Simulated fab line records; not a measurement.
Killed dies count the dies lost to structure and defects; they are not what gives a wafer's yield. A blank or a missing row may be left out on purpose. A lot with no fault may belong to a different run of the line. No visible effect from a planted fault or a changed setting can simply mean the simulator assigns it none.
Problem report, 8D (eight disciplines) form, completed by code    flow sky130    the parts of the form that need people (team, actions taken, sign-off) are left out

1. WHAT WENT WRONG
At SKY_PAD_OPEN_PROBE_99, killed-at-contacts averages 67 over 6 wafers from 2 lots, while fault-free wafers read 25, standard deviation 5.8. That puts it +7.2 standard deviations away from the usual mean.
Seen first at day 49 03:47 on prober-01, wafer L938.3. The record has a number at this step for 15 wafers belonging to 5 lots. The rule behind "out" and "out of limits": a value lying over 4 standard deviations away from the usual mean. Any other wafer with a number is counted as sound.

2. WHAT IT IS, AND WHAT IT ISN'T
question                     is                      is not
which readings at this step  killed-at-contacts      killed_at_M0_to_M3, killed_at_M4_up, killed-at-front-end, killed-at-other, killed-open, killed-short
which lots                   L938, L940              L925, L928, L931
which wafers of those lots   all that have a number  -
read on which tools          prober-01               prober-02
when                         from day 49 03:47       up to then (9 sound wafers)

3. THE SUSPECTS, EACH WITH WHAT RULES IT OUT
Counting: any tool at a process step up to the reading is kept as a suspect provided that every lot that is out went through it and no sound lot did after the first of them.
- cvd-w-02 at SKY_CONTACT_CVD_24 (deposits W, target thk 340 nm, time 102.12 s): kept. It ran every lot that is out, first L938 (day 36 01:01), and no sound lot after that; its last sound lot up to then is L928 (day 33 05:22).
- prober-01 at SKY_PAD_OPEN_PROBE_99: kept. It ran every lot that is out, first L938 (day 49 03:47), and no sound lot after that. On those wafers its own readings are out: killed-at-contacts.
The count leaves prober-01 at SKY_PAD_OPEN_PROBE_99 and cvd-w-02 at SKY_CONTACT_CVD_24.

4. THE CAUSE (what the simulator had put in)
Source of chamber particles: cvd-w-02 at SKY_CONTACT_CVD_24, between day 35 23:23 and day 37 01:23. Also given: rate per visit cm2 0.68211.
2 suspects survive the count, and this tool is in that group.

5. THE CHAIN OF EFFECTS, in route order
Each row: a reading whose mean over the struck wafers that have a number lies more than 3 standard deviations from the usual. Only readings for which the record gives a usual standard deviation are gone through. hours: the time from each lot's start at the first step in this table that gives one to its start at this step, as a median over the lots. sigmas: the change in usual standard deviations.
hours  step                   reading             usual  on struck wafers  change  sigmas
0      SKY_PAD_OPEN_PROBE_99  killed-at-contacts  25     67                +42     +7.2
0      SKY_PAD_OPEN_PROBE_99  killed-dies         87     124               +37     +3.8
The process steps in it:
- SKY_PAD_OPEN_PROBE_99

6. HOW IT WOULD HAVE BEEN CAUGHT EARLIER
In this record the first reading out of limits was taken at day 49 03:47, 316 hours after the fault began at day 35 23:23.
An alarm limit of 4 standard deviations would not have fired on the tool readings at SKY_CONTACT_CVD_24 for which the record gives a usual standard deviation, since none of them was out on any struck wafer.
Lots out: 2; all had begun SKY_CONTACT_CVD_24 on cvd-w-02 by day 49 03:47. A hold on the tool at that time would have spared none of them.
